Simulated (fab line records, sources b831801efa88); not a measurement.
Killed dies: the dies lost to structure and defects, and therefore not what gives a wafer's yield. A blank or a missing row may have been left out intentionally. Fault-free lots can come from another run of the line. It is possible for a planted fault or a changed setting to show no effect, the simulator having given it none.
Matching of chambers / flow gf180mcu / 4 sister chambers for GF_V5_CMP_04 on cmp-01
The step polishes SiO2. 18 wafers are shown with their chamber, then 9 later ones without.

WAFERS PAIRED WITH THEIR CHAMBERS
wafer=L555.2; chamber=0; motor current A (A)=12.7
wafer=L555.4; chamber=3; motor current A (A)=13.1
wafer=L555.5; chamber=0; motor current A (A)=12.3
wafer=L556.2; chamber=0; motor current A (A)=12.1
wafer=L556.3; chamber=3; motor current A (A)=12.5
wafer=L556.6; chamber=2; motor current A (A)=10.7
wafer=L560.3; chamber=2; motor current A (A)=11.0
wafer=L560.4; chamber=0; motor current A (A)=12.8
wafer=L560.5; chamber=3; motor current A (A)=12.4
wafer=L562.3; chamber=0; motor current A (A)=12.6
wafer=L562.4; chamber=1; motor current A (A)=9.5
wafer=L562.5; chamber=3; motor current A (A)=12.4
wafer=L566.4; chamber=1; motor current A (A)=9.5
wafer=L566.5; chamber=0; motor current A (A)=12.1
wafer=L566.6; chamber=3; motor current A (A)=12.3
wafer=L570.2; chamber=2; motor current A (A)=10.8
wafer=L570.4; chamber=3; motor current A (A)=12.1
wafer=L570.5; chamber=0; motor current A (A)=12.9

SIGNATURES (means of the wafers above)
reading=motor current A; chamber 0=12.500; chamber 1=9.500; chamber 2=10.833; chamber 3=12.467; scatter within a chamber=0.302
Rule: distance of a wafer from a chamber = root of the sum over the readings of ((wafer's reading minus chamber's mean) / reading's scatter) squared. The wafer belongs to the nearest chamber; if the next one is less than 2 further off, it can't be placed. The scatter: take each reading less its chamber's mean, square it, sum over the shown wafers, divide by the number of wafers less the number of chambers, and take the root.

WAFERS WHOSE CHAMBER IS MISSING
wafer=L572.2; motor current A (A)=10.6
wafer=L572.3; motor current A (A)=12.1
wafer=L572.6; motor current A (A)=12.2
wafer=L575.3; motor current A (A)=12.1
wafer=L575.5; motor current A (A)=12.6
wafer=L575.6; motor current A (A)=10.7
wafer=L576.2; motor current A (A)=10.7
wafer=L576.3; motor current A (A)=12.2
wafer=L576.4; motor current A (A)=9.4

THE CHAMBER EACH PASSED THROUGH
wafer=L572.2; from the rows above=2; in truth=2
wafer=L572.3; from the rows above=can't be placed: 3 or 0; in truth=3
wafer=L572.6; from the rows above=can't be placed: 3 or 0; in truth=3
wafer=L575.3; from the rows above=can't be placed: 3 or 0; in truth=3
wafer=L575.5; from the rows above=can't be placed: 0 or 3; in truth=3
wafer=L575.6; from the rows above=2; in truth=2
wafer=L576.2; from the rows above=2; in truth=2
wafer=L576.3; from the rows above=can't be placed: 3 or 0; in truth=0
wafer=L576.4; from the rows above=1; in truth=1
Correctly placed: 4 of 9. Unplaceable from these rows: 5, with the true chamber sitting among the candidates in 5. Number placed wrongly: 0.
